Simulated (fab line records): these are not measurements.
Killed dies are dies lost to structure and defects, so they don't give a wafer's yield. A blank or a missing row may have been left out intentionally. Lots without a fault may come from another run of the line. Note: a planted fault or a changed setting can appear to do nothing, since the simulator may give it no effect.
Problem report in the 8D (eight disciplines) form, filled by code	flow sky130	the parts of the form that need people (team, actions taken, sign-off) are left out

## 1. THE PROBLEM
beam-on-s at SKY_LDD_N_IMPLANT_15 reads a mean of 12.73 s on 6 wafers of 2 lots; wafers without a fault read 10.00 s with a standard deviation of 0.19. That is +14 standard deviations from the usual mean.
The first sign was on wafer L436.2 at day 25 07:31, on implanter-02. At this step, 36 wafers from 12 lots have a number in the record. Rule for "out", or "out of limits": more than 4 standard deviations from the usual mean. The other wafers with a number count as sound.

## 2. WHAT IT IS, WHAT IT ISN'T
question	is	is not
which readings at this step	beam-on-s, faraday-current-uA	rotation-deg
which lots	L436, L437	L415, L419, L420, L421, L422, L423, L425, L427, L430, L438
which wafers of those lots	all that have a number	-
read on which tools	implanter-02	implanter-03, implanter-04
when	from day 25 07:31	up to then (27 sound wafers); but 3 sound wafers of L438 came after

## 3. WHAT RULES OUT EACH SUSPECT
Counting: a tool stays on the suspect list if, at a process step up to the reading, it processed all lots that are out and no sound lot following the first of them.
- implanter-02 at SKY_LDD_N_IMPLANT_15: kept. It ran every lot that is out, first L436 (day 25 07:31), and no sound lot after that; its last sound lot up to then is L430 (day 23 07:04). On those wafers its own readings are out: beam-on-s, faraday-current-uA.
The count leaves implanter-02 at SKY_LDD_N_IMPLANT_15.

## 4. THE CAUSE (what the simulator had put in)
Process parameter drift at SKY_LDD_N_IMPLANT_15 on implanter-02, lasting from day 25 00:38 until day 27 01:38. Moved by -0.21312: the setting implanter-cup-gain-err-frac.
Only this tool survived the counting.

## 5. THE EFFECT CHAIN, in route order
Rows list readings where the struck wafers' mean (over those with a number) sits beyond 3 standard deviations from the usual. Only readings for which the record gives a usual standard deviation are gone through. hours: the time from each lot's start at the first step in this table that gives one to its start at this step, as a median over the lots. sigmas: the change in usual standard deviations.
hours	step	reading	usual	on struck wafers	change	sigmas
0	SKY_LDD_N_IMPLANT_15	beam-on-s	10.00 s	12.73	+2.73	+14
0	SKY_LDD_N_IMPLANT_15	faraday-current-uA	28.2	22.2	-6.0	-11
Its process steps:
- SKY_LDD_N_IMPLANT_15

## 6. HOW IT WOULD HAVE BEEN CAUGHT EARLIER
In this record the first reading out of limits was taken at day 25 07:31, 7 hours after the fault began at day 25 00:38.
